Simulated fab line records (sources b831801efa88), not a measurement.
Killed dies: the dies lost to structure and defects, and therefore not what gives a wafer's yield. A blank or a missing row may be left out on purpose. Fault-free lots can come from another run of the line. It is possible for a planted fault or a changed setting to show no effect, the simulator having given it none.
fab line records	flow sfq-line
record: lots: 14	wafers: 41	last-day: 92
route steps=325 shown M3@119 M6@263 I6@268
lots that met no fault: from a run of the same line without faults
start-h: start of the lot's first displayed wafer, in hours after the record's first day	wait-h: how many hours have passed since the lot's step before this one	" same as the row above	L1.1+2: several wafers, shown together as one row	- either no value or no given start	* or withheld: withheld	< > ~ a bound
route shown NAME@n: names a module that has steps shown in the file, with the first one's number in the route	usual: average and standard deviation across the fault-free wafers	same: alike in all rows	chamber/n: place in a boat	sites: per-site readings	_std_site: how widely they spread, as a standard deviation	_edge_site: outer sites' mean less inner sites'	radius-mm: for every site, how far away it sits from the centre of the wafer	mask NAME#n: copy n	behind: tool/chamber where the wafer was last shaped	hold: cause of the lot's hold/its duration in hours/its outcome	device: the transistor (n, p or np) that didn't switch	end of line: at the end of the route, the tests of the same wafers	where a step has no rows: the recipe by itself	killed: at the first sort, the dies lost to defects and structure; wafer yield is something else	map: the dies of a wafer, with x for killed, . for not killed, _ for no die there
set.NAME: the setting the step ran with; set.NAME@STEP: the setting that earlier step ran with	model.NAME: the simulator's own value behind a step, which no gauge read
route steps across a sampled set of lots; one table per step, one row per wafer
services: a tool's chamber out of use, with start hour (start-h, from the record's first day; less than 0 if before it), hours out, and reason
== steps ==
step: SFQ_TRILAYER_M3_DEP_SPUTTER_073
recipe: material: Nb	base-pressure-pa: 1.33e-06	chamber-pressure-pa: 0.1333	substrate-temp-c: 20	resputter-cathode-voltage-v: 400	target-thk-nm: 200	power-w: 2000	time-s: 133.3
usual: cathode-dc-power-W: 2000.0/0.33	throttle-valve-pct: 30.5/0.95
lot.wafer	tool	chamber	start-h	wait-h	cathode-dc-power-W	throttle-valve-pct
L782.2	pvd-sputter-04	-	702.88	0.0	2000.1	30.8
L782.5	"	-	"	"	1999.6	31.1
L782.6	"	-	"	"	1999.5	29.2
L783.2	pvd-sputter-04	-	709.08	0.0	2000.1	31.0
L783.5	"	-	"	"	2000.2	30.8
L783.6	"	-	"	"	2000.1	31.2
L784.1	pvd-sputter-03	-	718.70	0.0	1999.7	31.8
L784.4	"	-	"	"	1999.6	30.6
L784.5	"	-	"	"	1999.7	30.4
L785.3	pvd-sputter-04	-	724.20	0.0	2000.0	29.1
L785.4	"	-	"	"	1999.7	31.4
L785.6	"	-	"	"	1999.8	30.9
L792.1	pvd-sputter-04	-	789.88	0.0	1999.5	30.9
L792.4	"	-	"	"	2000.2	31.5
L792.6	"	-	"	"	1999.7	31.4
L793.3	pvd-sputter-04	-	798.26	0.0	1999.6	30.7
L793.4	"	-	"	"	1999.6	29.3
L795.3	pvd-sputter-06	-	829.59	0.0	1999.7	28.8
L795.4	"	-	"	"	2000.2	30.1
L795.5	"	-	"	"	2000.5	31.3
L798.2	pvd-sputter-03	-	868.15	0.0	2000.6	30.7
L798.3	"	-	"	"	2000.1	28.8
L798.6	"	-	"	"	2000.1	31.8
L799.1	pvd-sputter-06	-	877.75	0.0	1999.9	28.9
L799.4	"	-	"	"	2000.5	30.2
L799.5	"	-	"	"	2000.2	28.8
L800.1	pvd-sputter-04	-	887.07	0.0	2000.6	31.1
L800.3	"	-	"	"	1999.8	30.8
L800.6	"	-	"	"	1999.8	31.1
L801.2	pvd-sputter-03	-	900.40	0.0	2000.1	28.8
L801.5	"	-	"	"	2000.4	30.6
L801.6	"	-	"	"	1999.7	31.3
L802.1	pvd-sputter-04	-	901.60	0.0	2000.1	31.1
L802.3	"	-	"	"	1999.7	30.9
L802.5	"	-	"	"	2000.1	31.1
L803.2	pvd-sputter-03	-	917.20	0.0	2000.1	31.5
L803.4	"	-	"	"	1999.9	28.9
L803.6	"	-	"	"	1999.3	29.8
L804.3	pvd-sputter-04	-	926.92	0.0	2000.0	30.8
L804.4	"	-	"	"	1999.6	31.2
L804.5	"	-	"	"	1999.7	31.1
step: SFQ_M3_RS_MEAS_919
recipe: thk-meas-gauge: four-point-probe	reads: Nb_of_TRILAYER_M3_DEP_SPUTTER_073
usual: M3_NB_RS: 0.891/0.009
lot.wafer	tool	chamber	start-h	wait-h	M3_NB_RS[ohm/sq]
L782.2	film-metro-04	-	702.99	0.1	0.889
L782.5	"	-	"	"	0.903
L782.6	"	-	"	"	0.895
L783.2	film-metro-01	-	709.19	0.1	0.884
L783.5	"	-	"	"	0.883
L783.6	"	-	"	"	0.889
L784.1	film-metro-03	-	718.79	0.0	0.888
L784.4	"	-	"	"	0.891
L784.5	"	-	"	"	0.897
L785.3	film-metro-03	-	724.33	0.1	0.885
L785.4	"	-	"	"	0.890
L785.6	"	-	"	"	0.888
L792.1	film-metro-03	-	789.97	0.0	0.886
L792.4	"	-	"	"	0.923
L792.6	"	-	"	"	0.889
L793.3	film-metro-01	-	798.40	0.1	0.923
L793.4	"	-	"	"	0.910
L795.3	film-metro-01	-	829.72	0.1	0.892
L795.4	"	-	"	"	0.897
L795.5	"	-	"	"	0.872
L798.2	film-metro-01	-	868.26	0.1	0.894
L798.3	"	-	"	"	0.895
L798.6	"	-	"	"	0.890
L799.1	film-metro-04	-	877.84	0.0	0.900
L799.4	"	-	"	"	0.908
L799.5	"	-	"	"	0.904
L800.1	film-metro-01	-	887.16	0.0	0.908
L800.3	"	-	"	"	0.907
L800.6	"	-	"	"	0.907
L801.2	film-metro-03	-	900.51	0.1	0.899
L801.5	"	-	"	"	0.901
L801.6	"	-	"	"	0.899
L802.1	film-metro-01	-	901.69	0.0	0.900
L802.3	"	-	"	"	0.907
L802.5	"	-	"	"	0.914
L803.2	film-metro-03	-	917.31	0.1	0.890
L803.4	"	-	"	"	0.895
L803.6	"	-	"	"	0.882
L804.3	film-metro-01	-	927.05	0.1	0.901
L804.4	"	-	"	"	0.893
L804.5	"	-	"	"	0.898
step: SFQ_TRILAYER_M3_ETCH_METAL_ETCH_078
recipe: target: Nb	stop-on: SiO2	mask-material: PR	chemistry: Cl2/Ar	target-depth-nm: 240	icp-w: 600	bias-w: 80	pressure-mtorr: 10	time-s: 120
usual: bias-w: 79.98/0.25	drypump-motor-current-A: 5.8/0.34	he-backside-leak-sccm: 3.43/0.22	oes-product-au: 0.893/0.0071
lot.wafer	tool	chamber	start-h	wait-h	bias-w	drypump-motor-current-A	he-backside-leak-sccm	oes-product-au	rf-hours-counter-h
L782.2	rie-metal-04	0	866.06	0.0	79.91	5.8	3.15	0.894	101
L782.5	"	1	"	"	79.96	6.2	3.08	0.892	-
L782.6	"	0	"	"	80.07	5.7	3.24	0.894	-
L783.2	rie-metal-04	0	872.06	0.0	79.97	5.8	3.09	0.895	102
L783.5	"	1	"	"	80.05	6.2	3.46	0.899	-
L783.6	"	0	"	"	79.80	5.8	3.17	0.902	-
L784.1	rie-metal-01	0	878.99	0.1	80.31	5.5	3.43	0.893	136
L784.4	"	0	"	"	80.16	5.5	3.50	0.895	-
L784.5	"	0	"	"	80.07	5.5	3.41	0.893	-
L785.3	rie-metal-01	0	883.85	0.1	80.06	5.5	3.51	0.896	-
L785.4	"	1	"	"	80.17	5.5	3.64	0.902	-
L785.6	"	1	"	"	80.02	5.4	3.75	0.886	-
L792.1	rie-metal-02	1	936.82	0.0	79.85	6.3	3.42	0.893	106
L792.4	"	1	"	"	79.60	6.3	3.50	0.877	-
L792.6	"	1	"	"	79.94	6.3	3.33	0.896	-
L793.3	rie-metal-02	0	942.99	0.1	80.31	5.5	3.37	0.863	-
L793.4	"	1	"	"	79.98	6.3	3.56	0.877	-
L795.3	rie-metal-04	1	976.59	0.1	80.15	6.1	3.39	0.885	-
L795.4	"	0	"	"	80.22	5.8	3.23	0.884	-
L795.5	"	1	"	"	80.08	6.2	4.90	0.909	-
L798.2	rie-metal-02	1	1023.72	0.0	80.07	6.3	3.29	0.885	118
L798.3	"	0	"	"	79.88	5.4	3.59	0.891	-
L798.6	"	1	"	"	80.11	6.3	3.36	0.891	-
L799.1	rie-metal-02	0	1033.32	0.0	80.08	5.5	3.38	0.891	59
L799.4	"	0	"	"	79.71	5.5	3.28	0.896	-
L799.5	"	1	"	"	79.89	6.3	3.56	0.886	-
L800.1	rie-metal-04	1	1040.52	0.0	79.99	6.1	3.22	0.887	90
L800.3	"	1	"	"	79.99	6.2	3.20	0.880	-
L800.6	"	1	"	"	79.68	6.2	3.11	0.886	-
L801.2	rie-metal-04	0	1056.24	0.0	80.38	5.8	3.21	0.889	128
L801.5	"	1	"	"	80.17	6.1	3.25	0.897	-
L801.6	"	0	"	"	80.16	5.8	3.38	0.889	-
L802.1	rie-metal-01	0	1059.84	0.0	79.99	5.5	3.24	0.888	8
L802.3	"	1	"	"	79.61	5.5	3.69	0.875	-
L802.5	"	1	"	"	79.81	5.5	3.73	0.877	-
L803.2	rie-metal-01	0	1077.84	0.0	79.88	5.5	3.40	0.888	12
L803.4	"	0	"	"	79.96	5.5	3.36	0.884	-
L803.6	"	0	"	"	79.82	5.5	3.24	0.897	-
L804.3	rie-metal-02	0	1085.09	0.1	80.40	5.5	3.45	0.879	-
L804.4	"	1	"	"	79.42	6.3	3.78	0.896	-
L804.5	"	0	"	"	79.91	5.5	3.31	0.889	-
step: SFQ_TRILAYER_M6_ETCH_METAL_ETCH_162
recipe: target: Nb	stop-on: SiO2	mask-material: PR	chemistry: Cl2/Ar	target-depth-nm: 240	icp-w: 600	bias-w: 80	pressure-mtorr: 10	time-s: 120
usual: bias-w: 80.02/0.26	drypump-motor-current-A: 5.76/0.29	he-backside-leak-sccm: 3.7/0.38	oes-product-au: 0.894/0.0066
lot.wafer	tool	chamber	start-h	wait-h	bias-w	drypump-motor-current-A	he-backside-leak-sccm	oes-product-au	rf-hours-counter-h
L782.2	rie-metal-02	1	1680.20	0.0	79.91	6.32	3.5	0.901	64
L782.5	"	0	"	"	80.12	5.48	3.5	0.897	-
L782.6	"	1	"	"	80.26	6.31	3.6	0.899	-
L783.2	rie-metal-01	1	1789.03	0.0	79.99	5.43	5.9	0.891	89
L783.5	"	0	"	"	80.20	5.50	3.4	0.880	-
L783.6	"	1	"	"	80.38	5.43	3.9	0.875	-
L784.1	rie-metal-02	1	1793.83	0.0	79.56	6.30	3.5	0.890	82
L784.4	"	0	"	"	80.05	5.45	3.4	0.899	-
L784.5	"	0	"	"	79.88	5.47	3.4	0.894	-
L785.3	rie-metal-02	1	1796.28	0.1	79.98	6.28	3.5	0.893	-
L785.4	"	0	"	"	79.26	5.47	3.6	0.904	-
L785.6	"	0	"	"	79.61	5.47	3.5	0.899	-
L792.1	rie-metal-03	0	1814.23	0.0	80.32	5.89	3.9	0.885	95
L792.4	"	1	"	"	80.20	5.77	3.7	0.895	-
L792.6	"	0	"	"	80.51	5.90	3.7	0.893	-
L793.3	rie-metal-01	1	1815.48	0.1	80.13	5.44	3.9	0.898	-
L793.4	"	0	"	"	80.06	5.50	3.4	0.893	-
L795.3	rie-metal-03	0	1817.88	0.1	80.55	5.89	3.8	0.897	-
L795.4	"	1	"	"	80.34	5.77	3.6	0.891	-
L795.5	"	0	"	"	80.33	5.88	3.7	0.893	-
L798.2	rie-metal-02	0	1828.49	0.0	80.05	5.48	3.4	0.885	45
L798.3	"	1	"	"	79.89	6.29	3.4	0.888	-
L798.6	"	1	"	"	79.52	6.30	3.7	0.896	-
L799.1	rie-metal-02	0	1884.82	0.0	80.36	5.47	3.5	0.894	54
L799.4	"	1	"	"	79.34	6.32	3.5	0.892	-
L799.5	"	0	"	"	80.23	5.47	3.5	0.895	-
L800.1	rie-metal-03	1	1888.42	0.0	80.34	5.79	3.5	0.902	71
L800.3	"	1	"	"	80.32	5.77	3.4	0.900	-
L800.6	"	0	"	"	80.08	5.91	3.9	0.901	-
L801.2	rie-metal-01	1	1892.66	0.0	79.63	5.45	3.9	0.886	108
L801.5	"	1	"	"	80.15	5.47	3.9	0.898	-
L801.6	"	0	"	"	80.19	5.53	3.5	0.888	-
L802.1	rie-metal-01	0	1920.26	0.0	80.11	5.54	3.3	0.907	133
L802.3	"	0	"	"	80.48	5.52	3.4	0.906	-
L802.5	"	1	"	"	80.07	5.46	3.9	0.903	-
L803.2	rie-metal-03	0	1933.71	0.0	80.02	5.91	3.6	0.903	112
L803.4	"	0	"	"	80.21	5.89	3.8	0.903	-
L803.6	"	1	"	"	80.03	5.72	3.4	0.902	-
L804.3	rie-metal-03	1	1939.76	0.1	80.22	5.73	3.6	0.895	-
L804.4	"	0	"	"	80.04	5.91	3.9	0.886	-
L804.5	"	0	"	"	79.90	5.94	3.9	0.886	-
step: SFQ_I6_BOW_MEAS_941
recipe: mode: bow
usual: I6_BOW: 6/11
lot.wafer	tool	chamber	start-h	wait-h	I6_BOW[um]
L782.2	film-metro-01	-	1684.22	2.0	1
L782.5	"	-	"	"	2
L782.6	"	-	"	"	2
L783.2	film-metro-01	-	1793.03	1.0	6
L783.5	"	-	"	"	14
L783.6	"	-	"	"	6
L784.1	film-metro-03	-	1799.01	1.5	-3
L784.4	"	-	"	"	-7
L784.5	"	-	"	"	-13
L785.3	film-metro-03	-	1804.49	1.0	10
L785.4	"	-	"	"	25
L785.6	"	-	"	"	13
L792.1	film-metro-03	-	1827.01	2.5	-12
L792.4	"	-	"	"	0
L792.6	"	-	"	"	-9
L793.3	film-metro-01	-	1830.05	2.0	13
L793.4	"	-	"	"	16
L795.3	film-metro-01	-	1839.05	1.0	18
L795.4	"	-	"	"	26
L795.5	"	-	"	"	26
L798.2	film-metro-03	-	1848.03	1.5	29
L798.3	"	-	"	"	9
L798.6	"	-	"	"	16
L799.1	film-metro-03	-	1888.80	2.5	23
L799.4	"	-	"	"	15
L799.5	"	-	"	"	4
L800.1	film-metro-03	-	1893.77	1.5	7
L800.3	"	-	"	"	2
L800.6	"	-	"	"	6
L801.2	film-metro-01	-	1896.69	2.5	14
L801.5	"	-	"	"	27
L801.6	"	-	"	"	7
L802.1	film-metro-04	-	1926.33	2.5	-1
L802.3	"	-	"	"	6
L802.5	"	-	"	"	0
L803.2	film-metro-04	-	1937.71	2.0	-8
L803.4	"	-	"	"	12
L803.6	"	-	"	"	9
L804.3	film-metro-04	-	1943.73	1.5	1
L804.4	"	-	"	"	10
L804.5	"	-	"	"	5
step: SFQ_I6_OVL_MEAS_942
usual: I6_OVL: -2/5.3
lot.wafer	tool	chamber	start-h	wait-h	I6_OVL[nm]
L782.2	overlay-01	-	1706.40	0.1	-6
L782.5	"	-	"	"	-3
L782.6	"	-	"	"	-5
L783.2	overlay-01	-	1797.58	0.1	2
L783.5	"	-	"	"	6
L783.6	"	-	"	"	8
L784.1	overlay-01	-	1802.58	0.1	6
L784.4	"	-	"	"	6
L784.5	"	-	"	"	3
L785.3	overlay-02	-	1808.35	0.1	-3
L785.4	"	-	"	"	0
L785.6	"	-	"	"	0
L792.1	overlay-02	-	1918.97	0.1	-2
L792.4	"	-	"	"	-2
L792.6	"	-	"	"	-2
L793.3	overlay-02	-	1923.78	0.1	-5
L793.4	"	-	"	"	-9
L795.3	overlay-02	-	1937.23	0.1	-4
L795.4	"	-	"	"	-4
L795.5	"	-	"	"	-1
L798.2	overlay-02	-	1951.62	0.1	-11
L798.3	"	-	"	"	-7
L798.6	"	-	"	"	0
L799.1	overlay-01	-	1987.74	0.1	-4
L799.4	"	-	"	"	-4
L799.5	"	-	"	"	-1
L800.1	overlay-02	-	1992.54	0.1	-8
L800.3	"	-	"	"	-7
L800.6	"	-	"	"	2
L801.2	overlay-02	-	1998.55	0.1	-2
L801.5	"	-	"	"	5
L801.6	"	-	"	"	-2
L802.1	overlay-02	-	2023.22	0.1	1
L802.3	"	-	"	"	1
L802.5	"	-	"	"	-5
L803.2	overlay-01	-	2032.83	0.1	6
L803.4	"	-	"	"	3
L803.6	"	-	"	"	5
L804.3	overlay-02	-	2036.43	0.1	-9
L804.4	"	-	"	"	-9
L804.5	"	-	"	"	-11
== services ==
tool	chamber	start-h	hours	kind
rie-metal-01	1	683.72	33.7	repair
rie-metal-02	-	688.64	14.6	pm
rie-metal-01	-	703.58	1.3	repair
pvd-sputter-04	-	768.68	20.8	repair
pvd-sputter-04	-	828.63	9.4	repair
rie-metal-02	0	871.02	13.8	repair
rie-metal-02	1	891.52	1.6	repair
pvd-sputter-04	-	907.09	1.7	repair
pvd-sputter-04	-	965.09	8.9	repair
rie-metal-02	-	1053.20	2.8	pm
rie-metal-01	1	1062.94	5.3	repair
rie-metal-02	1	1216.63	4.5	repair
rie-metal-02	0	1274.11	13.3	repair
pvd-sputter-04	-	1335.63	0.8	repair
rie-metal-01	-	1368.10	0.5	repair
pvd-sputter-04	-	1405.97	4.9	repair
pvd-sputter-04	-	1556.90	1.9	repair
rie-metal-01	-	1601.27	2.8	pm
pvd-sputter-04	-	1610.57	8.6	repair
pvd-sputter-04	-	1666.96	0.6	repair
rie-metal-02	1	1848.49	3.1	repair
pvd-sputter-04	-	1851.97	2.6	repair
pvd-sputter-04	-	1872.76	1.3	repair
pvd-sputter-04	-	1909.37	5.5	repair
== key ==
first-sign: step: SFQ_M3_RS_MEAS_919	reading: M3_NB_RS	direction: up	sigmas: 3.1	usual: 0.891	struck: 0.919
effect: step: SFQ_TRILAYER_M3_ETCH_METAL_ETCH_078	reading: oes-product-au	direction: down	sigmas: 2.9	usual: 0.893	struck: 0.872
met-at SFQ_TRILAYER_M3_DEP_SPUTTER_073
struck-lots L792,L793
struck-wafers L792.4,L793.3,L793.4
not-acting-at SFQ_TRILAYER_M6_ETCH_METAL_ETCH_162,SFQ_I6_BOW_MEAS_941,SFQ_I6_OVL_MEAS_942
onset-between 724.20 789.88
fault: kind: process-parameter-drift	tool: pvd-sputter-04	chamber: -	onset-h: 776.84	steps: SFQ_TRILAYER_M3_DEP_SPUTTER_073	channel: time-s	offset: *	shape: step	end-h: 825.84	scope: struck-wafers-only	acts-in: *	stated: *
